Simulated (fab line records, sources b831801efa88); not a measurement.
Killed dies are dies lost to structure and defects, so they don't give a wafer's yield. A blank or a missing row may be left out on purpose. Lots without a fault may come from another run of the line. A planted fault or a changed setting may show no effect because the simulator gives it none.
Problem report in the 8D (eight disciplines) form, filled by code | flow sfq_line | the parts of the form that need people (team, actions taken, sign-off) are left out

1. THE PROBLEM
oes_product_au at SFQ_TRILAYER_C5_ETCH_VIA_ETCH_154 reads a mean of 0.996 a.u. on 3 wafers of 2 lots; wafers without a fault read 0.897 a.u. with a standard deviation of 0.0089. That is +11 standard deviations from the usual mean.
The step: etches SiO2 in CHF3, stops on Nb, target depth 84 nm.
First seen on wafer L349.3, day 77 08:32, on rie_diel-02. The record holds 42 wafers of 14 lots with a number at this step. Rule for "out", or "out of limits": more than 4 standard deviations from the usual mean. The other wafers with a number count as sound.

2. WHAT IT IS AND WHAT IT IS NOT
question                    | is                     | is not
which readings at this step | oes_product_au         | drypump_motor_current_A
which lots                  | L349, L351             | L336, L337, L341, L344, L345, L346, L347, L348, L353, L354, L357, L358
which wafers of those lots  | L349.3, L351.3, L351.5 | L349.4, L349.6, L351.1
read on which tools         | rie_diel-02            | rie_diel-03, rie_diel-04
when                        | from day 77 08:32      | up to then (26 sound wafers); but 13 sound wafers of L351, L353, L354, L357, L358 came after

3. SUSPECTS, AND WHAT RULES EACH OUT
Counting: a tool at a process step up to the reading stays a suspect if it ran every lot that is out. Sound lots after the first of them don't rule it out here, since some wafers of a struck lot are sound.
- pecvd-04 at SFQ_TRILAYER_A5C_DEP_PECVD_142 (deposits SiO2 from SiH4/N2O, time 15.556 s, target thk 70 nm): kept. It ran every lot that is out, first L349 (day 76 12:33); its last sound lot up to then is L347 (day 76 06:33).
- rie_diel-02 at SFQ_TRILAYER_C5_ETCH_VIA_ETCH_154 (etches SiO2 in CHF3, stops on Nb, target depth 84 nm): kept. It ran every lot that is out, first L349 (day 77 08:32). Its own readings are out on those wafers: oes_product_au.
Left after counting: pecvd-04 at SFQ_TRILAYER_A5C_DEP_PECVD_142, rie_diel-02 at SFQ_TRILAYER_C5_ETCH_VIA_ETCH_154.

4. THE CAUSE (what the simulator had put in)
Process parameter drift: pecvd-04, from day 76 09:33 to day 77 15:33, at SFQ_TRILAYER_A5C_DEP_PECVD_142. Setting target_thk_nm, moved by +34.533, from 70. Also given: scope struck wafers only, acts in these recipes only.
Counting left 2 suspects, and this tool is among them.

5. THE CHAIN OF EFFECTS, in route order
Each row: a reading whose mean over the struck wafers that have a number lies more than 3 standard deviations from the usual. Only readings for which the record gives a usual standard deviation are gone through. hours: the time from each lot's start at the first step in this table that gives one to its start at this step, as a median over the lots. sigmas: the change in usual standard deviations.
hours | step                              | reading        | usual      | on struck wafers | change | sigmas
0     | SFQ_TRILAYER_C5_ETCH_VIA_ETCH_154 | oes_product_au | 0.897 a.u. | 0.996            | +0.099 | +11
The process steps in it:
- SFQ_TRILAYER_C5_ETCH_VIA_ETCH_154: etches SiO2 in CHF3, stops on Nb, target depth 84 nm.
Later measuring or inspecting steps at which every struck wafer that the step has a row for has a number for every such reading, and none has moved that far: SFQ_M6_OVL_MEAS_940.

6. WHAT WOULD HAVE CAUGHT IT SOONER
In this record the first reading out of limits was taken at day 77 08:32, 23 hours after the fault began at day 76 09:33.
Of the tool readings at SFQ_TRILAYER_A5C_DEP_PECVD_142 for which the record gives a usual standard deviation, none was out on any struck wafer, so an alarm limit of 4 standard deviations on them would not have fired.
All the lots that are out (2) had begun SFQ_TRILAYER_A5C_DEP_PECVD_142 on pecvd-04 by day 77 08:32. A hold on the tool at that time would have spared none of them.
